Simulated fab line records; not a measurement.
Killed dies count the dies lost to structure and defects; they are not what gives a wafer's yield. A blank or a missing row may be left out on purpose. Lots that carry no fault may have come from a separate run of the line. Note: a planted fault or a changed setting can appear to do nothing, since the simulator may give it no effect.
fab line records | flow sky130
record lots=4 wafers=12 lastDay=50
route steps=708 shown VIA3@593 METAL4@598 CAP2M@603 PAD_OPEN@708
lots that met no fault: taken from a fault-free run of the same line
startH: the number of hours between the record's first day and the start of the first shown wafer of the lot | waitH: how many hours have passed since the lot's step before this one | " same as the row above | L1.1+2: a row that stands for several wafers | - no value present, or no start provided | * or withheld: withheld | < > ~ a bound
route shown NAME@n: names a module that has steps shown in the file, with the first one's number in the route | usual: average and standard deviation across the fault-free wafers | same: alike in all rows | chamber/n: place in a boat | sites: the reading at each site | _std_site: their standard deviation | _edge_site: inner sites' mean taken away from outer sites' mean | radiusMm: for every site, how far away it sits from the centre of the wafer | mask NAME#n: copy n | behind: the tool/chamber that last shaped the wafer | hold: what put the lot on hold/how long, in hours/how the hold closed | device: the n, p or np transistor that did not switch | end of line: tests of these same wafers at the route's end | a step without rows: its recipe alone | killed: dies that structure and defects cost at the first sort, which is not the same as the wafer's yield | map: shows each die of a wafer: x if killed, . if not, _ if none is there
set.NAME: the setting that was run; set.NAME@STEP: the one run at that earlier step | model.NAME: the simulator's own value behind a step, which no gauge read
lots at some steps of the route; a table a step, a row a wafer
services: a tool's chamber out of use, with start hour (startH, from the record's first day; less than 0 if before it), hours out, and reason
## steps
# step SKY_VIA3_SPUTTER_20
# recipe material=TiN targetThkNm=20 chamberPressurePa=5 powerW=4000 timeS=80
# step SKY_VIA3_CVD_21
# recipe material=W targetThkNm=390 timeS=117.31 tempC=400 pressureTorr=40
# step SKY_VIA3_CMP_24
# recipe stopOn=SiO2 tOverpolishS=20 downForcePsi=3.5 platenRpm=60 targetThkNm=0 padVelocityMS=0.94248
# step SKY_METAL4_SPUTTER_00
# recipe material=Ti targetThkNm=15 powerW=3000 timeS=10 chamberPressurePa=0.4
# step SKY_METAL4_SPUTTER_01
# recipe material=TiN targetThkNm=20 powerW=6500 timeS=16.7 chamberPressurePa=0.3932
# step SKY_METAL4_SPUTTER_02
# recipe material=AlCu targetThkNm=735 powerW=10600 timeS=39.1 chamberPressurePa=0.4
# step SKY_METAL4_SPUTTER_03
# recipe material=Ti targetThkNm=5 powerW=3000 timeS=3.3 chamberPressurePa=0.4
# step SKY_METAL4_SPUTTER_04
# recipe material=TiN targetThkNm=70 powerW=6500 timeS=58.3 chamberPressurePa=0.4
# step SKY_CAP2M_CVD_00
# recipe material=SiO2 targetThkNm=15.5 tempC=400 timeS=withheld rfW=450
# step SKY_CAP2M_SPUTTER_02
# recipe material=TiN targetThkNm=200 tempC=300 powerW=6500 timeS=166.7 chamberPressurePa=0.4
# usual cathodeDcPowerW=6500.1/1.3 throttleValvePct=30.1/1.1
# columns lot.wafer tool chamber startH waitH cathodeDcPowerW throttleValvePct model.TiN_of_CAP2M_SPUTTER_02.thkNm
L825.1 pvdSputter-01 - 1007.41 0.1 6498.0 30.8 198.4
L825.2 " - " " 6502.2 30.3 199.5
L825.3 " - " " 6501.3 29.6 198.4
L836.2 pvdSputter-01 - 1069.60 0.0 5915.7 31.1 184.1
L836.3 " - " " 5915.3 30.3 185.2
L836.4 " - " " 5916.8 29.6 184.2
L837.2 pvdSputter-01 - 1080.09 0.0 5913.8 27.9 181.1
L837.3 " - " " 5913.7 30.1 182.7
L837.6 " - " " 5913.2 30.3 183.5
L840.1 pvdSputter-03 - 1090.95 0.1 6499.0 30.3 192.7
L840.5 " - " " 6498.9 29.4 197
L840.6 " - " " 6499.7 30.5 193.6
# step SKY_CAP2M_RS_MEAS_03
# recipe thkMeasGauge=four-point-probe reads=TiN_of_CAP2M_SPUTTER_02
# usual CAP2M_TIN_RS=6.91/0.077
# columns lot.wafer tool chamber startH waitH CAP2M_TIN_RS[ohm/sq]
L825.1 filmMetro-02 - 1007.52 0.1 6.95
L825.2 " - " " 6.93
L825.3 " - " " 6.96
L836.2 filmMetro-04 - 1069.73 0.1 7.52
L836.3 " - " " 7.47
L836.4 " - " " 7.52
L837.2 filmMetro-02 - 1080.22 0.1 7.63
L837.3 " - " " 7.58
L837.6 " - " " 7.53
L840.1 filmMetro-01 - 1091.06 0.1 7.17
L840.5 " - " " 7.01
L840.6 " - " " 7.15
# step SKY_CAP2M_THK_MEAS_04
# recipe thkMeasGauge=xrf reads=TiN_of_CAP2M_SPUTTER_02
# usual CAP2M_TIN_THK=201.7/2.6
# columns lot.wafer tool chamber startH waitH CAP2M_TIN_THK[nm]
L825.1 filmMetro-02 - 1007.64 0.1 198.8
L825.2 " - " " 200.2
L825.3 " - " " 199.5
L836.2 filmMetro-04 - 1069.84 0.1 186.9
L836.3 " - " " 187.8
L836.4 " - " " 186.7
L837.2 filmMetro-02 - 1080.33 0.1 181.7
L837.3 " - " " 184.1
L837.6 " - " " 185.5
L840.1 filmMetro-01 - 1091.18 0.1 193.6
L840.5 " - " " 198.2
L840.6 " - " " 194.2
# step SKY_CAP2M_DEHYDRATE_05
# recipe tempC=200 timeS=60
# step SKY_CAP2M_HMDS_06
# recipe primeTimeS=60 primeTempC=120
# step SKY_CAP2M_COAT_07
# recipe resist=NOVOLAK spinRpm=3000 resistThkNm=1140
# step SKY_CAP2M_SOFTBAKE_08
# recipe tempC=90 timeS=60 resist=NOVOLAK
# step SKY_CAP2M_EXPOSE_09
# recipe maskId=CAP2M na=0.6 sourceShape=conventional sigmaOuter=0.6 polarization=unpolarized targetCdNm=1000 doseMj=159
# step SKY_CAP2M_PEB_10
# recipe tempC=withheld timeS=* resist=NOVOLAK
# step SKY_CAP2M_DEVELOP_11
# recipe resist=NOVOLAK developer=TMAH developTimeS=60 devTempC=23
# step SKY_CAP2M_METAL_ETCH_13
# recipe targetDepthNm=220 stopOn=SiO2 chemistry=Cl2/BCl3 target=TiN pressureMtorr=10 icpW=900 biasW=48.5 Cl2_flow_sccm=60 bcl3FlowSccm=30 timeS=62.9
# usual bcl3FlowSccm=30.01/0.079 chamberPressureMTorr=10.001/0.0088 drypumpMotorCurrentA=5.9/0.42 heBacksideLeakSccm=3.39/0.13 oesProductAu=0.940/0.0076 throttleValvePct=21.902/0.0097
# columns lot.wafer tool chamber startH waitH bcl3FlowSccm chamberPressureMTorr drypumpMotorCurrentA heBacksideLeakSccm oesProductAu rfHoursCounterH throttleValvePct
L825.1 rieMetal-02 1 1031.64 0.0 30.00 9.984 6.3 3.31 0.945 16 21.897
L825.2 " 0 " " 30.00 9.999 5.3 3.30 0.944 10 21.899
L825.3 " 1 " " 30.03 10.009 6.3 3.27 0.934 - 21.907
L836.2 rieMetal-03 1 1091.74 0.0 30.13 10.010 6.4 3.57 0.888 8 21.929
L836.3 " 0 " " 29.95 10.013 5.5 3.18 0.904 - 21.938
L836.4 " 1 " " 30.16 9.993 6.4 3.55 0.902 - 21.928
L837.2 rieMetal-03 1 1101.64 0.0 29.95 10.016 6.3 3.53 0.886 9 21.935
L837.3 " 1 " " 30.04 9.995 6.4 3.59 0.892 - 21.951
L837.6 " 0 " " 30.07 10.001 5.5 3.31 0.893 - 21.942
L840.1 rieMetal-02 1 1112.89 0.0 30.05 10.009 6.3 3.36 0.923 20 21.915
L840.5 " 1 " " 29.97 10.009 6.3 3.28 0.919 - 21.910
L840.6 " 0 " " 29.98 10.001 5.4 3.45 0.924 - 21.901
# step SKY_CAP2M_STRIP_14
# recipe chemistry=O2/N2 powerW=1400 pressureMtorr=1500 platenTempC=withheld o2FlowSccm=3000 n2FlowSccm=300 overashFraction=0.5
# step SKY_CAP2M_STRIP_15
# recipe chemistry=postEtchResidueRemover timeS=1200 tempC=72.5
# step SKY_CAP2M_CLEAN_16
# recipe chemistry=IPA timeS=180 tempC=25
# step SKY_CAP2M_CLEAN_17
# recipe chemistry=O3/DIW dry=n2Spin
# step SKY_METAL4_DEHYDRATE_05
# recipe tempC=200 timeS=60
# step SKY_METAL4_HMDS_06
# recipe primeTimeS=60 primeTempC=120
# step SKY_METAL4_COAT_07
# recipe resist=BARC tempC=withheld timeS=withheld spinRpm=3000 resistThkNm=60
# step SKY_METAL4_COAT_08
# recipe resist=KrF-thick spinRpm=3000 resistThkNm=1140
# step SKY_METAL4_SOFTBAKE_09
# recipe tempC=100 timeS=90 resist=KrF-thick
# step SKY_METAL4_EXPOSE_10
# recipe maskId=MM4 na=0.68 sourceShape=annular sigmaInner=0.4 sigmaOuter=0.8 targetCdNm=300 doseMj=28
# step SKY_METAL4_PEB_11
# recipe pebTempC=withheld pebTimeS=withheld resist=KrF-thick
# step SKY_METAL4_DEVELOP_12
# recipe developTimeS=60 resist=KrF-thick devTempC=22.14
# step SKY_METAL4_DESCUM_15
# recipe chemistry=O2 sourcePowerW=150 biasPowerW=0 pressureMtorr=10 tempC=40 timeS=8
# step SKY_METAL4_ETCH_16
# recipe chemistry=N2/H2 target=BARC ionEnergyEv=200 biasW=100 pressureMtorr=30 n2FlowSccm=100 h2FlowSccm=200 icpW=500 stopOn=SiO2 timeS=88.2 targetDepthA=600
# step SKY_METAL4_ETCH_17
# recipe target=SiO2 stopOn=TiN chemistry=C4F8/O2/Ar sourceW=1500 biasW=1200 pressureMtorr=40 c4f8FlowSccm=withheld O2_flow_sccm=6 Ar_flow_sccm=300 timeS=3.9 targetDepthA=150
# step SKY_METAL4_METAL_ETCH_18
# recipe targetDepthA=8450 stopOn=SiO2 overEtchFrac=0.3 timeS=183.1 chemistry=Cl2/BCl3 resistSidewallDeg=88 pressureMtorr=10 icpW=900 biasW=48.5 Cl2_flow_sccm=60 bcl3FlowSccm=30
# step SKY_METAL4_STRIP_20
# recipe chemistry=postEtchResidueRemover timeS=1200 tempC=72.5
# columns lot.wafer tool chamber startH waitH model.TiN_of_CAP2M_SPUTTER_02.thkNm
L825.1+3 wetBench-01 2 1056.00 0.1 197.6
L825.2 " 2 " " 198.6
L836.2 wetBench-01 3 1114.34 0.1 183.3
L836.3 " 3 " " 184.4
L836.4 " 3 " " 183.4
L837.2 wetBench-02 0 1124.47 0.1 180.3
L837.3 " 0 " " 181.9
L837.6 " 0 " " 182.7
L840.1 wetBench-01 1 1134.04 0.1 191.8
L840.5 " 1 " " 196.2
L840.6 " 1 " " 192.8
# step SKY_PAD_OPEN_PROBE_99
# usual defectLimitedYield=82.5/1.9 killed_at_M0_to_M3=43/6.4 killed_at_M4_up=3.3/1.9 killedAtContacts=24/5.7 killedAtFrontEnd=15/4.7 killedAtOther=0.3/0.48 killedDies=86/9.2 killedOpen=47/7 killedShort=39/6.5 sort_bin_3_pad_short=0.8/0.38 sort_bin_5_function=10.3/1.4 sort_bin_6_memory=6.3/1.1 sortNPass=406/9.2 sortYieldPct=82.5/1.9
# same grossDies=492 killedAtBackSide=0 sort_bin_4_leakage[%]=0 sort_bin_8_speed[%]=0
# columns lot.wafer tool chamber startH waitH defectLimitedYield[%] killed_at_M0_to_M3 killed_at_M4_up killedAtContacts killedAtFrontEnd killedAtOther killedDies killedOpen killedShort sort_bin_3_pad_short[%] sort_bin_5_function[%] sort_bin_6_memory[%] sortNPass sortYieldPct[%] model.etest.capMim2.plateOhmSq model.etest.capMim2.leakLog10ACm2
L825.1 prober-02 - 1148.80 0.1 82.5 46 2 14 23 1 86 51 35 0.6 8.5 8.3 406 82.5 6.015 -8.986
L825.2 prober-02 - 1148.85 0.1 84.8 37 2 24 12 0 75 47 28 0.4 8.5 6.3 417 84.8 6.006 -9.036
L825.3 prober-02 - 1148.90 0.2 83.3 41 1 24 15 1 82 41 41 1.4 8.9 6.3 410 83.3 6.114 -8.974
L836.2 prober-01 - 1198.00 0.1 85.8 33 4 21 12 0 70 33 36 0.2 8.1 5.9 422 85.8 6.458 -8.924
L836.3 prober-01 - 1198.05 0.2 83.7 44 2 21 13 0 80 47 32 1.0 9.6 5.7 412 83.7 6.415 -8.767
L836.4 prober-01 - 1198.10 0.2 82.9 32 2 29 19 2 84 45 38 0.8 10.0 6.3 408 82.9 6.502 -8.888
L837.2 prober-02 - 1203.86 0.1 82.3 42 4 30 10 1 87 45 42 0.4 10.8 6.5 405 82.3 6.673 -8.837
L837.3 prober-02 - 1203.91 0.2 82.9 43 2 26 13 0 84 56 28 0.6 10.4 6.1 408 82.9 6.555 -8.767
L837.6 prober-02 - 1204.06 0.2 82.3 43 4 34 6 0 87 54 33 1.4 10.8 5.5 405 82.3 6.493 -8.916
L840.1 prober-01 - 1211.36 0.1 83.9 35 5 17 22 0 79 38 41 1.0 7.3 7.7 413 83.9 6.248 -8.825
L840.5 prober-01 - 1211.56 0.2 83.7 35 3 15 27 0 80 43 37 1.6 9.8 4.9 412 83.7 6.042 -9.119
L840.6 prober-01 - 1211.61 0.2 82.5 33 3 27 23 0 86 43 43 1.6 8.9 6.9 406 82.5 6.18 -8.859
# killed by level:class
L825.1 VIA1:geometricParticle:open=13 FIELD_ISO:geometricParticle:short=6 POLY_GATE:geometricParticle:open=6 VIA2:geometricParticle:open=6 VIA3:geometricParticle:open=6 FIELD_ISO:geometricParticle:open=5 POLY_GATE:geometricParticle:short=5 METAL2:geometricParticle:short=5
L825.2 LI_CONTACT:geometricParticle:open=10 VIA1:geometricParticle:open=9 VIA3:geometricParticle:open=9 CONTACT:geometricParticle:open=7 VIA2:geometricParticle:open=6 FIELD_ISO:geometricParticle:short=5 POLY_GATE:geometricParticle:open=4 LI_CONTACT:geometricParticle:short=4
L825.3 VIA2:geometricParticle:open=9 LI_CONTACT:geometricParticle:open=8 VIA2:geometricParticle:short=8 CONTACT:geometricParticle:open=7 VIA1:geometricParticle:open=6 VIA1:geometricParticle:short=5 FIELD_ISO:geometricParticle:short=4 METAL1:geometricParticle:short=4
L836.2 LI_CONTACT:geometricParticle:open=8 METAL2:geometricParticle:short=7 VIA2:geometricParticle:open=6 CONTACT:geometricParticle:open=5 VIA1:geometricParticle:open=5 POLY_GATE:geometricParticle:open=4 CONTACT:geometricParticle:short=4 VIA1:geometricParticle:short=4
L836.3 VIA1:geometricParticle:open=19 CONTACT:geometricParticle:open=7 POLY_GATE:geometricParticle:short=6 VIA2:geometricParticle:open=6 LI_CONTACT:geometricParticle:open=5 VIA1:geometricParticle:short=5 LOCAL_INTERCONNECT:geometricParticle:short=4 CONTACT:geometricParticle:short=4
L836.4 LI_CONTACT:geometricParticle:open=8 CONTACT:geometricParticle:open=7 FIELD_ISO:geometricParticle:short=6 POLY_GATE:geometricParticle:open=5 LI_CONTACT:geometricParticle:short=5 CONTACT:geometricParticle:short=5 VIA1:geometricParticle:open=5 METAL2:geometricParticle:short=5
L837.2 VIA1:geometricParticle:open=17 VIA1:geometricParticle:short=9 LOCAL_INTERCONNECT:geometricParticle:short=9 LI_CONTACT:geometricParticle:open=7 CONTACT:geometricParticle:open=6 CONTACT:geometricParticle:short=5 METAL1:geometricParticle:short=5 METAL2:geometricParticle:short=4
L837.3 VIA1:geometricParticle:open=15 LI_CONTACT:geometricParticle:open=10 CONTACT:geometricParticle:open=9 VIA3:geometricParticle:open=7 POLY_GATE:geometricParticle:short=5 VIA1:geometricParticle:short=4 CONTACT:geometricParticle:short=4 VIA3:geometricParticle:short=4
L837.6 CONTACT:geometricParticle:open=17 VIA1:geometricParticle:open=9 VIA3:geometricParticle:open=8 LI_CONTACT:geometricParticle:open=7 METAL2:geometricParticle:short=5 VIA3:geometricParticle:short=5 LOCAL_INTERCONNECT:geometricParticle:short=4 VIA1:geometricParticle:short=4
L840.1 POLY_GATE:geometricParticle:open=8 VIA1:geometricParticle:short=7 VIA2:geometricParticle:open=6 VIA1:geometricParticle:open=5 LOCAL_INTERCONNECT:geometricParticle:short=5 METAL2:geometricParticle:short=5 POLY_GATE:geometricParticle:short=4 LI_CONTACT:geometricParticle:open=4
L840.5 VIA1:geometricParticle:open=15 POLY_GATE:geometricParticle:open=9 POLY_GATE:geometricParticle:short=6 FIELD_ISO:geometricParticle:short=5 CONTACT:geometricParticle:short=4 CONTACT:geometricParticle:open=4 METAL1:geometricParticle:short=4 VIA3:geometricParticle:open=4
L840.6 VIA1:geometricParticle:open=10 CONTACT:geometricParticle:open=9 LOCAL_INTERCONNECT:geometricParticle:short=7 FIELD_ISO:geometricParticle:short=6 VIA2:geometricParticle:open=6 CONTACT:geometricParticle:short=6 FIELD_ISO:geometricParticle:open=5 POLY_GATE:geometricParticle:open=5
## services
# columns tool chamber startH hours kind
pvdSputter-01 - 1022.04 2.3 repair
pvdSputter-03 3 1033.97 - consumableReplace:kit
pvdSputter-03 3 1033.97 18.0 scheduledDown
pvdSputter-03 3 1033.97 18.0 ventCycle
pvdSputter-03 - 1066.26 3.9 repair
pvdSputter-01 3 1084.71 - consumableReplace:kit
pvdSputter-01 3 1084.71 18.0 scheduledDown
pvdSputter-01 3 1084.71 18.0 ventCycle
pvdSputter-01 - 1090.70 10.6 repair
rieMetal-02 - 1132.69 1.4 pm
## key
firstSign step=SKY_CAP2M_SPUTTER_02 reading=cathodeDcPowerW direction=down sigmas=99+ usual=6500.1 struck=5914.8
effect step=SKY_CAP2M_RS_MEAS_03 reading=CAP2M_TIN_RS direction=up sigmas=8.2 usual=6.91 struck=7.54
effect step=SKY_CAP2M_THK_MEAS_04 reading=CAP2M_TIN_THK direction=down sigmas=6.3 usual=201.7 struck=185.4
effect step=SKY_CAP2M_METAL_ETCH_13 reading=oesProductAu direction=down sigmas=6.1 usual=0.940 struck=0.894
modelEffect step=SKY_CAP2M_SPUTTER_02 value=TiN_of_CAP2M_SPUTTER_02.thkNm without=201.5 struck=183.5
modelEffect step=SKY_METAL4_STRIP_20 value=TiN_of_CAP2M_SPUTTER_02.thkNm without=200.7 struck=182.7
modelEffect step=SKY_PAD_OPEN_PROBE_99 value=etest.capMim2.plateOhmSq without=5.933 struck=6.516
metAt SKY_CAP2M_SPUTTER_02
struckWafers L836.2,L836.3,L836.4,L837.2,L837.3,L837.6
onsetBetween 1007.41 1069.60
fault kind=processParameterDrift tool=pvdSputter-01 chamber=- onsetH=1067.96 steps=SKY_CAP2M_SPUTTER_02 channel=powerW offset=* shape=step endH=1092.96 actsIn=* stated=*
